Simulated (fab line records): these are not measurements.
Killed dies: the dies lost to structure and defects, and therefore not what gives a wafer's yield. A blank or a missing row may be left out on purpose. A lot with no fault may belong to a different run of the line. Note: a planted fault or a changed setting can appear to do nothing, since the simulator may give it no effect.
A lot that was struck, set against a sound lot :: flow sky130 :: 37 out of 708 route steps
Sound: these wafers, L744.1, L744.2, L744.4. Struck: wafers L736.1, L736.2, L736.3. The cause is given at the end.
For every step that has rows: the tool of each side, followed by ch and its chambers, followed by its first start. Under that, the readings that differ: sound wafers :: struck wafers :: difference of the means :: sigmas: that difference in standard deviations of wafers without a fault.
alike: same words and numbers on both sides, and readings whose means sit less than 2 such deviations apart. not compared: any withheld reading, any reading some wafer has no value for, any bound like >300 that may hide the same value, and any number with overlapping values for which the record gives no deviation.
A row with sigmas, a row that says differs or no value, or rows on one side alone: a step with any of these is where the two part. Numbers that don't overlap but have no deviation are shown without sigmas and don't part them. A reading that every wafer of one side lacks parts them only if that side has two wafers or more.

first, 10 steps without rows for these wafers: SKY_VIA2_CLEAN_18 (cleans in IPA, time 180 s); SKY_VIA2_CLEAN_19 (cleans in O3/DIW); SKY_VIA2_SPUTTER_20 (material TiN, target thk 20 nm, time 80 s); SKY_VIA2_CVD_21 (deposits W, target thk 420 nm, time 126.4 s); SKY_VIA2_CMP_24 (polishes, stops on SiO2, t overpolish 20 s, target thk 0 nm); SKY_METAL3_SPUTTER_00 (material Ti, target thk 15 nm, time 10 s); SKY_METAL3_SPUTTER_01 (material TiN, target thk 20 nm, time 16.7 s); SKY_METAL3_SPUTTER_02 (material AlCu, target thk 735 nm, time 39.1 s); SKY_METAL3_SPUTTER_03 (material Ti, target thk 5 nm, time 3.3 s); SKY_METAL3_SPUTTER_04 (material TiN, target thk 70 nm, time 58.3 s).
SKY_CAPM_CVD_00: deposits SiO2, target thk 15.5 nm.
  sound on pecvd-01 ch 1,2, day 42 06:55; struck on pecvd-04 ch 0,1,2, day 39 17:13
  alike: heater_power_w, susceptor_temp_C
SKY_CAPM_THK_MEAS_01:
  sound on film_metro-01, day 42 06:56; struck on film_metro-01, day 39 17:14
reading: CAPM_CVD_00_THK (nm)
sound: 15.58 15.58 16.00
struck: 13.38 13.12 12.95
difference: -2.57
sigmas: -10
then, 23 steps without rows for these wafers: SKY_CAPM_SPUTTER_02 (material TiN, target thk 200 nm, time 159.7 s); SKY_CAPM_DEHYDRATE_05 (time 60 s); SKY_CAPM_HMDS_06 (prime time 60 s); SKY_CAPM_COAT_07 (resist thk 1140 nm); SKY_CAPM_SOFTBAKE_08 (time 60 s); SKY_CAPM_EXPOSE_09 (exposes mask CAPM, target cd 1000 nm); SKY_CAPM_PEB_10; SKY_CAPM_DEVELOP_11 (develop time 60 s); SKY_CAPM_METAL_ETCH_13 (etches TiN in Cl2/BCl3, stops on SiO2, target depth 220 nm, time 62.9 s); SKY_CAPM_STRIP_14 (strips in O2/N2); SKY_CAPM_STRIP_15 (strips in post etch residue remover, time 1200 s); SKY_CAPM_CLEAN_16 (cleans in IPA, time 180 s); SKY_CAPM_CLEAN_17 (cleans in O3/DIW); SKY_METAL3_DEHYDRATE_05 (time 60 s); SKY_METAL3_HMDS_06 (prime time 60 s); SKY_METAL3_COAT_07 (resist thk 60 nm); SKY_METAL3_COAT_08 (resist thk 1140 nm); SKY_METAL3_SOFTBAKE_09 (time 90 s); SKY_METAL3_EXPOSE_10 (exposes mask MM3, target cd 300 nm); SKY_METAL3_PEB_11; SKY_METAL3_DEVELOP_12 (develop time 60 s); SKY_METAL3_DESCUM_15 (chemistry O2, time 8 s); SKY_METAL3_ETCH_16 (etches BARC in N2/H2, stops on SiO2, time 88.2 s, target depth 60 nm).
-- the record jumps here: 2 days lie between the struck wafers' starts before and after --
SKY_METAL3_ETCH_17: etches SiO2 in C4F8/O2/Ar, stops on TiN, time 3.9 s, target depth 15 nm.
  sound on rie_diel-02 ch 0,1,3, day 44 05:17; struck on rie_diel-01 ch 0,1,2, day 41 17:40
reading: oes_product_au (a.u.)
sound: 0.753 0.764 0.767
struck: 0.701 0.691 0.695
difference: -0.066
sigmas: -8
  not compared: rf_hours_counter_h
-- the record jumps here: 7 days lie between the struck wafers' starts before and after (it left off in module METAL3 and takes up again in module PAD_OPEN, whose first step shown is number 708 of the route) --
SKY_PAD_OPEN_PROBE_99:
  sound on prober-02, day 50 06:57; struck on prober-02, day 48 11:10
reading: model.etest.tester.sort_n_pass
sound: 407 403 417
struck: 339 347 346
difference: -65
sigmas: 

reading: model.etest.tester.sort_yield_pct (%)
sound: 82.72 81.91 84.76
struck: 68.9 70.53 70.33
difference: -13.2
sigmas: 

reading: model.etest.tester.sort_bin_5_pct (%)
sound: 10.77 10.77 8.333
struck: 24.19 23.58 21.95
difference: +13.28
sigmas: 

reading: model.etest.cap_mim.c_ff_um2_rim_less_centre
sound: 0.03234 0.006675 0.02014
struck: 0.7608 0.77 0.7895
difference: +0.7537
sigmas: 
  alike: defect_limited_yield, killed_at_M0_to_M3, killed_at_M4_up, killed_at_contacts, killed_at_front_end, killed_at_other, killed_dies, killed_open, killed_short

== WHERE THEY PART ==
At SKY_CAPM_THK_MEAS_01 first; at SKY_METAL3_ETCH_17 last (within this record only). Later steps at which nothing parts them and some readings are alike: SKY_PAD_OPEN_PROBE_99.

WHY: what the simulator had put in
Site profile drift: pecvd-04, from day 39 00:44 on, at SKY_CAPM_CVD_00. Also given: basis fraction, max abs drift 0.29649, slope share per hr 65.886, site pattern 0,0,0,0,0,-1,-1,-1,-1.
